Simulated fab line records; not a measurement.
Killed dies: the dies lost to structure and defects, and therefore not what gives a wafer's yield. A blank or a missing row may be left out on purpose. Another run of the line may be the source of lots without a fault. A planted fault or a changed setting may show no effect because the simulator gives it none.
fab line records	flow sky130
record: lots: 13	wafers: 38	lastDay: 51
route steps=708 shown VT_ADJUST_HVTR@142 SONOS_ONO@182 POLY_GATE@235 LI_CONTACT@371 PAD_OPEN@708
lots with no fault: from the same line, run without faults
startH: hours from the record's first day to the start of the lot's first wafer shown	waitH: hours since the lot's step before	" as in the row above	L1.1+2: a single row standing in for several wafers	- either no value or no given start	* or withheld: withheld	< > ~ a bound
route shown NAME@n: NAME is a module with steps in the file, n the number in the route of the first one	usual: mean and standard deviation over wafers with no fault	same: alike in all rows	chamber/n: place in a boat	sites: the reading at each site	_std_site: the values' standard deviation	_edge_site: inner sites' mean taken away from outer sites' mean	radiusMm: how far each site lies from the wafer's centre	mask NAME#n: copy n	behind: the most recent tool/chamber to have shaped the wafer	hold: why the lot was held/for how many hours/how that ended	device: the transistor (n, p or np) that didn't switch	end of line: the same wafers' tests at the end of the route	a step given without rows: its recipe and nothing more	killed: not the wafer's yield, but the dies lost to structure and defects at the first sort	map: a wafer's dies, x killed, . not, _ none there
set.NAME: setting as actually run; set.NAME@STEP: the setting as run at that earlier step	model.NAME: the simulator's own value behind a step, which no gauge read
the route's steps for a sample of lots (tables are steps, rows are wafers)
services: from which hour (startH, from the record's first day; less than 0 if before it) a tool's chamber was out of use, for how many hours, and why
== steps ==
step: SKY_VT_ADJUST_HVTR_TW_MEAS_11
usual: VT_ADJUST_HVTR_TW: 211.0/2.1
lot.wafer	tool	chamber	startH	waitH	VT_ADJUST_HVTR_TW
L268.2	filmMetro-04	-	212.68	0.1	211.4
L268.5	"	-	"	"	210.5
L268.6	"	-	"	"	210.9
L270.1	filmMetro-02	-	225.17	0.1	213.5
L270.5	"	-	"	"	213.5
L270.6	"	-	"	"	214.2
L273.1	filmMetro-02	-	249.40	0.1	212.2
L273.2	"	-	"	"	212.9
L273.3	"	-	"	"	213.3
L279.5	filmMetro-02	-	292.57	0.0	212.4
L279.6	"	-	"	"	213.2
L282.1	filmMetro-04	-	315.87	0.1	209.9
L282.4	"	-	"	"	210.0
L282.5	"	-	"	"	209.9
L283.1	filmMetro-01	-	324.03	0.1	208.3
L283.2	"	-	"	"	209.0
L283.4	"	-	"	"	207.5
L284.1	filmMetro-01	-	328.62	0.1	207.7
L284.2	"	-	"	"	208.7
L284.3	"	-	"	"	208.4
L285.1	filmMetro-01	-	334.42	0.1	208.0
L285.5	"	-	"	"	207.7
L285.6	"	-	"	"	208.7
L287.2	filmMetro-01	-	349.98	0.1	209.8
L287.3	"	-	"	"	210.2
L287.6	"	-	"	"	209.9
L288.2	filmMetro-01	-	357.63	0.1	209.0
L288.3	"	-	"	"	210.0
L288.6	"	-	"	"	208.3
L289.2	filmMetro-04	-	369.18	0.1	211.1
L289.3	"	-	"	"	211.0
L289.6	"	-	"	"	210.9
L290.4	filmMetro-01	-	373.68	0.1	210.8
L290.5	"	-	"	"	211.3
L290.6	"	-	"	"	212.3
L291.1	filmMetro-01	-	382.82	0.1	210.9
L291.3	"	-	"	"	211.8
L291.5	"	-	"	"	211.5
step: SKY_SONOS_ONO_OVL_MEAS_14
usual: SONOS_ONO_OVL: 0.0/1.4
lot.wafer	tool	chamber	startH	waitH	SONOS_ONO_OVL[nm]
L268.2	overlay-01	-	296.68	0.1	1.4
L268.5	"	-	"	"	-0.5
L268.6	"	-	"	"	-0.2
L270.1	overlay-01	-	306.59	0.1	-1.6
L270.5	"	-	"	"	-1.2
L270.6	"	-	"	"	-1.5
L273.1	overlay-02	-	330.93	0.1	-0.2
L273.2	"	-	"	"	-0.8
L273.3	"	-	"	"	-1.4
L279.5	overlay-02	-	381.90	0.0	2.3
L279.6	"	-	"	"	-0.6
L282.1	overlay-01	-	409.53	0.1	-0.7
L282.4	"	-	"	"	0.8
L282.5	"	-	"	"	1.8
L283.1	overlay-01	-	414.18	0.1	0.7
L283.2	"	-	"	"	0.7
L283.4	"	-	"	"	-0.4
L284.1	overlay-01	-	421.85	0.1	1.0
L284.2	"	-	"	"	0.1
L284.3	"	-	"	"	0.0
L285.1	overlay-01	-	427.48	0.1	-1.8
L285.5	"	-	"	"	-2.2
L285.6	"	-	"	"	-1.0
L287.2	overlay-02	-	442.78	0.1	-2.0
L287.3	"	-	"	"	-1.3
L287.6	"	-	"	"	-0.9
L288.2	overlay-02	-	455.54	0.1	1.7
L288.3	"	-	"	"	0.8
L288.6	"	-	"	"	-0.4
L289.2	overlay-02	-	464.89	0.1	-0.2
L289.3	"	-	"	"	-0.8
L289.6	"	-	"	"	-1.6
L290.4	overlay-01	-	471.31	0.1	-1.2
L290.5	"	-	"	"	-0.5
L290.6	"	-	"	"	-1.3
L291.1	overlay-01	-	478.48	0.1	-1.8
L291.3	"	-	"	"	-1.6
L291.5	"	-	"	"	-2.4
step: SKY_POLY_GATE_THK_MEAS_21
recipe: reads: SiO2_of_POLY_GATE_OXIDATION_20
usual: POLY_GATE_OXIDATION_THK: 3.99/0.095
lot.wafer	tool	chamber	startH	waitH	POLY_GATE_OXIDATION_THK[nm]
L268.2	filmMetro-01	-	390.09	0.0	4.10
L268.5	"	-	"	"	3.98
L268.6	"	-	"	"	3.98
L270.1	filmMetro-03	-	405.97	0.0	3.77
L270.5	"	-	"	"	3.91
L270.6	"	-	"	"	3.92
L273.1	filmMetro-03	-	429.54	0.0	4.08
L273.2	"	-	"	"	4.10
L273.3	"	-	"	"	4.10
L279.5	filmMetro-01	-	483.10	0.0	3.97
L279.6	"	-	"	"	4.09
L282.1	filmMetro-03	-	510.70	0.0	3.95
L282.4	"	-	"	"	3.98
L282.5	"	-	"	"	4.01
L283.1	filmMetro-02	-	516.36	0.0	4.12
L283.2	"	-	"	"	4.15
L283.4	"	-	"	"	4.16
L284.1	filmMetro-01	-	527.70	0.0	4.09
L284.2	"	-	"	"	4.12
L284.3	"	-	"	"	3.99
L285.1	filmMetro-03	-	529.90	0.0	4.06
L285.5	"	-	"	"	4.05
L285.6	"	-	"	"	4.03
L287.2	filmMetro-02	-	546.60	0.0	3.93
L287.3	"	-	"	"	3.91
L287.6	"	-	"	"	3.92
L288.2	filmMetro-02	-	557.47	0.0	3.97
L288.3	"	-	"	"	4.01
L288.6	"	-	"	"	3.91
L289.2	filmMetro-03	-	564.96	0.0	3.89
L289.3	"	-	"	"	3.90
L289.6	"	-	"	"	3.91
L290.4	filmMetro-03	-	573.23	0.0	4.03
L290.5	"	-	"	"	3.94
L290.6	"	-	"	"	4.02
L291.1	filmMetro-03	-	580.35	0.0	4.00
L291.3	"	-	"	"	4.01
L291.5	"	-	"	"	3.97
step: SKY_LI_CONTACT_EXPOSE_09
recipe: maskId: LICM1	na: 0.8	sourceShape: annular	sigmaInner: 0.55	sigmaOuter: 0.85	targetCdNm: 170	doseMj: 38
lot.wafer	tool	chamber	startH	waitH	mask
L268.2+5+6	krfScanner-02	0	686.00	-	LICM1#0
L270.1+5+6	krfScanner-01	0	699.42	-	LICM1#0
L273.1+2+3	krfScanner-01	0	721.24	-	LICM1#0
L279.5+6	krfScanner-01	0	772.42	-	LICM1#0
L282.1+4+5	krfScanner-02	0	795.64	-	LICM1#0
L283.1+2+4	krfScanner-02	0	800.81	-	LICM1#0
L284.1+2+3	krfScanner-02	0	809.56	-	LICM1#0
L285.1+5+6	krfScanner-02	0	812.14	-	LICM1#0
L287.2+3+6	krfScanner-01	0	830.41	-	LICM1#0
L288.2+3+6	krfScanner-01	0	832.68	-	LICM1#0
L289.2+3+6	krfScanner-01	0	842.09	-	LICM1#0
L290.4+5+6	krfScanner-01	0	847.90	-	LICM1#0
L291.1+3+5	krfScanner-01	0	857.66	-	LICM1#0
step: SKY_LI_CONTACT_CD_MEAS_12
recipe: targetCdNm: 170
usual: cdNm: 170.0/1.6
lot.wafer	tool	chamber	startH	waitH	cdNm
L268.2	cdSem-02	-	700.59	-	167.3
L268.5	"	-	"	"	167.6
L268.6	"	-	"	"	168.0
L270.1	cdSem-02	-	713.09	-	170.1
L270.5	"	-	"	"	170.4
L270.6	"	-	"	"	171.3
L273.1	cdSem-02	-	735.07	-	171.3
L273.2	"	-	"	"	169.0
L273.3	"	-	"	"	171.1
L279.5	cdSem-01	-	786.09	-	73.9
L279.6	"	-	"	"	72.2
L282.1	cdSem-01	-	808.76	-	169.0
L282.4	"	-	"	"	169.9
L282.5	"	-	"	"	170.1
L283.1	cdSem-02	-	813.42	-	172.0
L283.2	"	-	"	"	170.5
L283.4	"	-	"	"	170.8
L284.1	cdSem-01	-	822.42	-	172.6
L284.2	"	-	"	"	171.2
L284.3	"	-	"	"	173.8
L285.1	cdSem-02	-	825.42	-	170.0
L285.5	"	-	"	"	168.7
L285.6	"	-	"	"	170.1
L287.2	cdSem-01	-	843.76	-	170.4
L287.3	"	-	"	"	169.7
L287.6	"	-	"	"	169.7
L288.2	cdSem-02	-	845.79	-	171.0
L288.3	"	-	"	"	171.2
L288.6	"	-	"	"	172.7
L289.2	cdSem-02	-	854.96	-	171.5
L289.3	"	-	"	"	173.1
L289.6	"	-	"	"	171.9
L290.4	cdSem-01	-	860.85	-	169.9
L290.5	"	-	"	"	169.7
L290.6	"	-	"	"	170.2
L291.1	cdSem-01	-	871.31	-	170.5
L291.3	"	-	"	"	170.4
L291.5	"	-	"	"	167.6
step: SKY_PAD_OPEN_PROBE_99
usual: killed_at_M0_to_M3: 43/6.9	killed_at_M4_up: 3.2/1.6	killedAtContacts: 25/5.1	killedAtFrontEnd: 16/4.5	killedAtOther: 0.3/0.68	killedDies: 87/8.9	killedOnRim: 16/3.6	killedOpen: 48/6.9	killedShort: 39/6.3
same: grossDies: 492	killedAtBackSide: 0
lot.wafer	tool	chamber	startH	waitH	killed_at_M0_to_M3	killed_at_M4_up	killedAtContacts	killedAtFrontEnd	killedAtOther	killedDies	killedOnRim	killedOpen	killedShort
L279.5	prober-01	-	1165.03	0.2	28	4	445	15	0	492	96	42	34
L279.6	prober-01	-	1165.08	0.2	36	3	440	13	0	492	96	51	30
killed by level:class
L279.5 LI_CONTACT:areaExpose=416 CONTACT:geometricParticle:open=13 LI_CONTACT:geometricParticle:short=5 LI_CONTACT:geometricParticle:open=5 VIA1:geometricParticle:open=5 VIA1:geometricParticle:short=5 VIA2:geometricParticle:open=5 POLY_GATE:geometricParticle:short=4
L279.6 LI_CONTACT:areaExpose=411 VIA1:geometricParticle:open=13 CONTACT:geometricParticle:open=11 VIA2:geometricParticle:open=7 CONTACT:geometricParticle:short=6 LI_CONTACT:geometricParticle:open=6 LOCAL_INTERCONNECT:geometricParticle:short=5 FIELD_ISO:geometricParticle:short=4
== services ==
tool	chamber	startH	hours	kind
krfScanner-02	-	664.25	14.9	repair
krfScanner-01	-	697.52	0.8	repair
krfScanner-02	-	699.50	0.8	pm
krfScanner-01	-	708.42	1.3	pm
krfScanner-01	-	716.65	3.6	pm
krfScanner-02	-	722.74	0.3	repair
krfScanner-02	-	727.86	1.3	pm
krfScanner-01	0	740.30	-	calibration
krfScanner-02	-	741.47	3.9	repair
krfScanner-01	-	752.78	0.9	repair
krfScanner-02	0	774.49	-	calibration
krfScanner-01	-	788.62	0.8	pm
krfScanner-02	-	793.92	1.0	pm
krfScanner-01	-	811.86	1.0	pm
krfScanner-01	-	825.40	0.8	pm
krfScanner-01	-	828.92	0.7	repair
krfScanner-01	-	848.07	4.4	pm
krfScanner-01	-	855.33	2.2	repair
== key ==
firstSign: step: SKY_LI_CONTACT_CD_MEAS_12	reading: cdNm	direction: down	sigmas: 59	usual: 170.0	struck: 73.1
effect: step: SKY_PAD_OPEN_PROBE_99	reading: killedAtContacts	direction: up	sigmas: 83	usual: 25	struck: 442
moreKillsBornAt: SKY_LI_CONTACT_EXPOSE_09@krfScanner-01: 827
metAt SKY_LI_CONTACT_EXPOSE_09
struckLots L279
struckWafers L279.5,L279.6
laterRowsLeftOut L279.5,L279.6
testerLeftOut L279
notActingAt SKY_VT_ADJUST_HVTR_TW_MEAS_11,SKY_SONOS_ONO_OVL_MEAS_14,SKY_POLY_GATE_THK_MEAS_21
onsetBetween 721.24 772.42
fault: kind: processParameterDrift	tool: krfScanner-01	chamber: -	onsetH: 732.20	steps: SKY_LI_CONTACT_EXPOSE_09	channel: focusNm	offset: 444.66	shape: step	endH: 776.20	scope: struckWafersOnly
testerLeftOut: of these lots the tester's yield and bins aren't shown, on N5 and GAA mostly nor the transistor test; their killed dies are dies lost to structure and defects alone, not to doping, threshold or leakage, so they don't give the yield
laterRowsLeftOut: the simulator's readings of these wafers behind a module that went badly wrong aren't trusted and aren't shown, but for the sort
